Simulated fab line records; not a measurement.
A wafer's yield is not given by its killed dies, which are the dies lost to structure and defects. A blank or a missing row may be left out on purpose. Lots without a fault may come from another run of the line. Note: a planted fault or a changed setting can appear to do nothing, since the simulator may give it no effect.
The tool behind it: which one? -- flow gf180mcu -- Sampling: 13 lots, 39 wafers, 3 of 602 route steps

WHAT THE GAUGES READ, wafer by wafer
GF_M4_THK_MEAS_06: measures by xrf. Usual: M4_ALCU_THK gives 454 nm (standard deviation 5.2).
lot,measured,on,M4_ALCU_THK (nm),flag
L318,day 23 01:24,film_metro-04,448 442 451,
L319,day 23 11:53,film_metro-02,450 450 457,
L321,day 24 05:52,film_metro-03,450 459 452,
L322,day 24 08:32,film_metro-04,448 445 449,
L323,day 24 13:19,film_metro-03,449 456 454,
L326,day 25 14:59,film_metro-04,446 454 447,
L327,day 26 04:00,film_metro-04,454 451 456,
L328,day 26 08:53,film_metro-03,446 452 450,
L329,day 26 15:08,film_metro-03,450 451 451,
L330,day 26 23:18,film_metro-02,455 456 452,
L331,day 27 05:55,film_metro-02,453 449 453,
L332,day 27 12:07,film_metro-02,454 452 462,
L336,day 28 17:23,film_metro-04,460 456 463,

TOOL THAT RAN EACH LOT (tool first, then ch and the chambers of the sampled wafers, then the start)
lot,GF_SAB_STRIP_13,GF_M4_SPUTTER_02
L318,"plasma_asher-04 ch 0,1, day 15 15:13","pvd_sputter-02, day 23 01:11"
L319,"plasma_asher-04 ch 0,1, day 16 01:36","pvd_sputter-01, day 23 11:40"
L321,"plasma_asher-04 ch 0, day 16 19:51","pvd_sputter-04, day 24 05:39"
L322,"plasma_asher-01 ch 0,1, day 17 00:36","pvd_sputter-04, day 24 08:19"
L323,"plasma_asher-02 ch 0,1, day 17 06:09","pvd_sputter-04, day 24 13:06"
L326,"plasma_asher-01 ch 0,1, day 18 07:58","pvd_sputter-01, day 25 14:47"
L327,"plasma_asher-01 ch 0,1, day 18 22:33","pvd_sputter-02, day 26 03:47"
L328,"plasma_asher-02 ch 0,1, day 19 04:52","pvd_sputter-04, day 26 08:41"
L329,"plasma_asher-02 ch 0,1, day 19 11:46","pvd_sputter-02, day 26 14:55"
L330,"plasma_asher-02 ch 0,1, day 19 21:23","pvd_sputter-02, day 26 23:05"
L331,"plasma_asher-01 ch 0,1, day 20 05:29","pvd_sputter-02, day 27 05:42"
L332,"plasma_asher-02 ch 0, day 20 14:05","pvd_sputter-04, day 27 11:54"
L336,"plasma_asher-01 ch 0,1, day 21 23:31","pvd_sputter-04, day 28 17:11"
- GF_SAB_STRIP_13: strips in O2/N2.
- GF_M4_SPUTTER_02: material AlCu, target thk 450 nm, time 23.9 s.

AS READ BY THE TOOLS THEMSELVES (means over the sampled wafers that have a number; for cases with no such wafer, the mark the record gives instead)
GF_SAB_STRIP_13. Usual: drypump_motor_current_A 5.5 A, standard deviation 0.54; heater_power_w 357 W, standard deviation 21; n2_flow_sccm 299.9 sccm, standard deviation 0.95; oes_product_au 0.710 a.u., standard deviation 0.0048; strip_time_to_endpoint_s 12.76 s, standard deviation 0.031.
lot,tool,drypump_motor_current_A (A),heater_power_w (W),n2_flow_sccm (sccm),oes_product_au (a.u.),strip_time_to_endpoint_s (s),flag
L318,plasma_asher-04,5.4,364,299.8,0.709,12.78,
L319,plasma_asher-04,5.8,367,299.6,0.710,12.74,
L321,plasma_asher-04,5.1,355,299.0,0.710,12.73,
L322,plasma_asher-01,5.3,333,300.9,0.710,12.78,
L323,plasma_asher-02,5.2,359,299.4,0.707,12.75,
L326,plasma_asher-01,5.3,337,299.7,0.714,12.76,
L327,plasma_asher-01,5.3,349,298.1,0.705,12.73,
L328,plasma_asher-02,5.2,355,300.3,0.709,12.75,
L329,plasma_asher-02,5.7,341,300.3,0.710,12.75,
L330,plasma_asher-02,5.2,362,299.6,0.708,12.80,
L331,plasma_asher-01,5.3,345,299.2,0.705,12.73,
L332,plasma_asher-02,4.7,376,300.6,0.709,12.80,
L336,plasma_asher-01,5.4,345,299.6,0.709,12.80,

GF_M4_SPUTTER_02. Usual: throttle_valve_pct at 30.5 %, with a standard deviation of 1.2.
lot,tool,throttle_valve_pct (%),flag
L318,pvd_sputter-02,29.3,
L319,pvd_sputter-01,30.8,
L321,pvd_sputter-04,31.7,
L322,pvd_sputter-04,30.4,
L323,pvd_sputter-04,30.1,
L326,pvd_sputter-01,31.0,
L327,pvd_sputter-02,29.7,
L328,pvd_sputter-04,31.4,
L329,pvd_sputter-02,30.4,
L330,pvd_sputter-02,29.5,
L331,pvd_sputter-02,29.1,
L332,pvd_sputter-04,30.7,
L336,pvd_sputter-04,30.2,

THE ANSWER, worked out from the rows above alone
Rule: take the mean of a lot's wafers that have a number; if it is more than 3 standard deviations from the usual mean, the lot is off. A lot without any number at a reading at which 4 lots or more have one is off too. Any other lot the step has rows for is counted as sound. The gauges are gone through in route order, then the tools' own readings, and for those a lot's mean is taken as printed above. The first step at which some lot is off is used, and at that step the reading that is off furthest; a lot without a number counts as furthest.
None of the lots is off at any reading shown; this tells nothing.

WHAT THE SIMULATOR HAD PUT IN
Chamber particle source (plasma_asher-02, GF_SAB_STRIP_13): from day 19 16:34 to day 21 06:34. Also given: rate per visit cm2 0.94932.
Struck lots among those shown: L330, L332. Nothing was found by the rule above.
